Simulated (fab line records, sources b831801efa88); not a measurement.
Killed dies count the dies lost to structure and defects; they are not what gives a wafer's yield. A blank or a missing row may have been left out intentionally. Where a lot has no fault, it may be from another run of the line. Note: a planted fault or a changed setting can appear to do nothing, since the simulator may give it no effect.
What tool caused it? + flow sky130 + 39 wafers from 13 lots sampled at 2 of the route's 708 steps

## WHAT EACH GAUGE READ, for each wafer
SKY_POLY_GATE_CD_MEAS_13: the cd target is 150 nm.
| lot  | measured     | on        | cd nm (nm)        |
|------|--------------|-----------|-------------------|
| L542 | day 17 18:42 | cd sem-01 | 149.1 149.3 147.5 |
| L541 | day 17 19:02 | cd sem-01 | 152.0 149.9 150.5 |
| L543 | day 18 00:39 | cd sem-02 | 150.0 150.7 150.7 |
| L544 | day 18 03:05 | cd sem-02 | 149.1 150.8 150.4 |
| L549 | day 19 16:16 | cd sem-01 | 150.4 151.4 150.1 |
| L548 | day 19 18:40 | cd sem-02 | 150.3 147.3 148.4 |
| L553 | day 21 11:55 | cd sem-01 | 149.5 150.4 149.1 |
| L555 | day 22 05:31 | cd sem-01 | 148.9 150.7 149.0 |
| L556 | day 22 07:10 | cd sem-02 | 147.3 146.8 146.7 |
| L558 | day 22 15:58 | cd sem-01 | 151.0 150.6 151.1 |
| L557 | day 22 17:42 | cd sem-02 | 146.6 148.1 145.7 |
| L559 | day 23 00:10 | cd sem-01 | 148.5 148.6 148.2 |
| L562 | day 24 07:45 | cd sem-02 | 149.4 148.1 148.9 |

SKY_LDD_P_OVL_MEAS_08.
| lot  | measured     | on         | LDD_P_OVL (nm) |
|------|--------------|------------|----------------|
| L542 | day 20 14:14 | overlay-02 | -0.8 -1.6 -0.1 |
| L541 | day 20 14:47 | overlay-01 | 0.1 -1.7 0.0   |
| L543 | day 20 23:38 | overlay-01 | -0.2 -0.9 -0.8 |
| L544 | day 20 22:29 | overlay-01 | -0.6 0.7 0.3   |
| L549 | day 22 09:08 | overlay-02 | -1.2 0.0 -2.0  |
| L548 | day 22 11:47 | overlay-02 | -0.5 1.9 0.9   |
| L553 | day 24 03:30 | overlay-01 | -0.5 -0.7 -2.4 |
| L555 | day 24 19:23 | overlay-01 | -1.1 -0.9 0.0  |
| L556 | day 24 20:56 | overlay-01 | -0.4 -0.7 -0.6 |
| L558 | day 25 06:56 | overlay-02 | 2.6 1.0 0.8    |
| L557 | day 25 07:44 | overlay-02 | -1.7 -1.3 -1.5 |
| L559 | day 25 14:26 | overlay-01 | 1.1 2.9 0.6    |
| L562 | day 26 21:48 | overlay-01 | -1.1 -0.3 2.0  |

## EACH LOT AND THE TOOL THAT RAN IT (in order: tool; ch and the chambers of the sampled wafers; start)
Before these readings, the record contains no process step.

## AS READ BY THE TOOLS THEMSELVES (means over the sampled wafers that have a number; for cases with no such wafer, the mark the record gives instead)
The record holds no such reading with a usual standard deviation.

## THE ANSWER, worked out from the rows above alone
Rule: the usual values come from the lots themselves. The widest of any qualifying gaps counts: lots, ordered by their means at a reading, are off when they make up no more than a third of the lots, leave a main group of 4 or more, and stand apart from it by 3 or more times the standard deviation of that group's means. If all means in a main group match to the digits the tables above print for the reading, that group is not used. Also off: a lot with no number at a reading for which 4 or more lots have one. Where the step has rows for the other lots, those lots are counted as sound. Order of review: gauges by route order, followed by the tools' own readings, for which a lot's mean as printed above is used. At the first step where some lot is off, the reading lying furthest off is the one used; lots without a number count as furthest.
No lot is off at any reading shown: from this, nothing can be told.

## WHAT WAS PUT IN BY THE SIMULATOR
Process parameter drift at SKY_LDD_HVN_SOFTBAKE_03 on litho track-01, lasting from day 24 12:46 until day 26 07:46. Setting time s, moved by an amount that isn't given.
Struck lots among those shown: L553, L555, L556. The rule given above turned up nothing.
